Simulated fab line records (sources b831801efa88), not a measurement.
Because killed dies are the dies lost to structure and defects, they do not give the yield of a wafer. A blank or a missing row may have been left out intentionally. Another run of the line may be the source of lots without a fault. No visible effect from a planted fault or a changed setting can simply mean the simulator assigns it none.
Problem report, 8D (eight disciplines) form, completed by code    flow sfqLine    the parts of the form that need people (team, actions taken, sign-off) are left out

== 1. THE PROBLEM ==
SFQ_TRILAYER_I0_METRO_MEASURE_029, thkNm: mean 150.7 nm over 1 wafer from 1 lot; wafers with no fault: 200.8 nm, standard deviation 0.99. Relative to the usual mean, that is a shift of -51 standard deviations.
First seen on wafer L421.3, day 15 07:35, on filmMetro-01. The record has a number at this step for 39 wafers belonging to 13 lots. Rule for "out" (also "out of limits"): further than 4 standard deviations from the usual mean. The rest of the wafers with a number are treated as sound.

== 2. WHAT THIS IS AND IS NOT ==
question                     is                 is not
which readings at this step  thkNm              -
which lots                   L421               L411, L412, L413, L422, L424, L425, L426, L430, L431, L432, L433, L434
which wafers of those lots   L421.3             L421.4, L421.5
read on which tools          filmMetro-01       filmMetro-03, filmMetro-04
when                         from day 15 07:35  up to then (11 sound wafers); but 27 sound wafers of L422, L424, L425, L426, L430, L431, L432, L433, L434 came after

== 3. THE SUSPECTS, EACH WITH WHAT RULES IT OUT ==
Counting: any tool at a process step up to the reading remains a suspect provided it ran every lot that is out. Sound lots after the first of them don't rule it out here, since some wafers of a struck lot are sound.
- cmp-02 at SFQ_TRILAYER_I0_CMP_CMP_028 (polishes SiO2): kept. It ran the lot that is out, L421 (day 15 04:04); its last sound lot up to then is L413 (day 8 15:14).
- filmMetro-01 at SFQ_TRILAYER_I0_METRO_MEASURE_029: kept. It ran the lot that is out, L421 (day 15 07:35); its last sound lot up to then is L413 (day 8 18:03). On those wafers its own readings are out: thkNm.
- At SFQ_TRILAYER_I0_CMP_CMP_028, inside cmp-02: chamber 0 took the wafers that are out, while their sound lot-mates went through chambers 1, 3.
Left after counting: cmp-02 at SFQ_TRILAYER_I0_CMP_CMP_028, filmMetro-01 at SFQ_TRILAYER_I0_METRO_MEASURE_029.

== 4. THE CAUSE (what the simulator had put in) ==
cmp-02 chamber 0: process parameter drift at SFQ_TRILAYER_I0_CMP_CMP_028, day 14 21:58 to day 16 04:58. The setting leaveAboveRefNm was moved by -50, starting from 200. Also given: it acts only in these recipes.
After counting, 2 suspects remain, this tool included.

== 5. THE CHAIN OF EFFECTS, in route order ==
Rows list readings where the struck wafers' mean (over those with a number) sits beyond 3 standard deviations from the usual. Scope: only readings with a usual standard deviation given in the record; hours: median across lots of the time from each lot's start at the first step in this table that gives one to its start at this step; sigmas: change in usual standard deviations.
hours  step                                   reading       usual       on struck wafers  change  sigmas
0      SFQ_TRILAYER_I0_METRO_MEASURE_029      thkNm         200.8 nm    150.7             -50.1   -51
4      SFQ_TRILAYER_I0_VIA_ETCH_VIA_ETCH_034  oesProductAu  0.857 a.u.  0.744             -0.113  -21
Process steps it contains:
- SFQ_TRILAYER_I0_METRO_MEASURE_029
- SFQ_TRILAYER_I0_VIA_ETCH_VIA_ETCH_034: etches SiO2 in CHF3, stops on Nb, target depth 260 nm.

== 6. HOW IT WOULD HAVE BEEN CAUGHT EARLIER ==
In this record the first reading out of limits was taken at day 15 07:35, 10 hours after the fault began at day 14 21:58.
Tool readings at SFQ_TRILAYER_I0_CMP_CMP_028 with a usual standard deviation given in the record: none out on any struck wafer, hence no alarm at a limit of 4 standard deviations on them.
The start of SFQ_TRILAYER_I0_CMP_CMP_028 on cmp-02 came by day 15 07:35 for every one of the lots that are out (1). Holding the tool at that point would not have protected any of them.
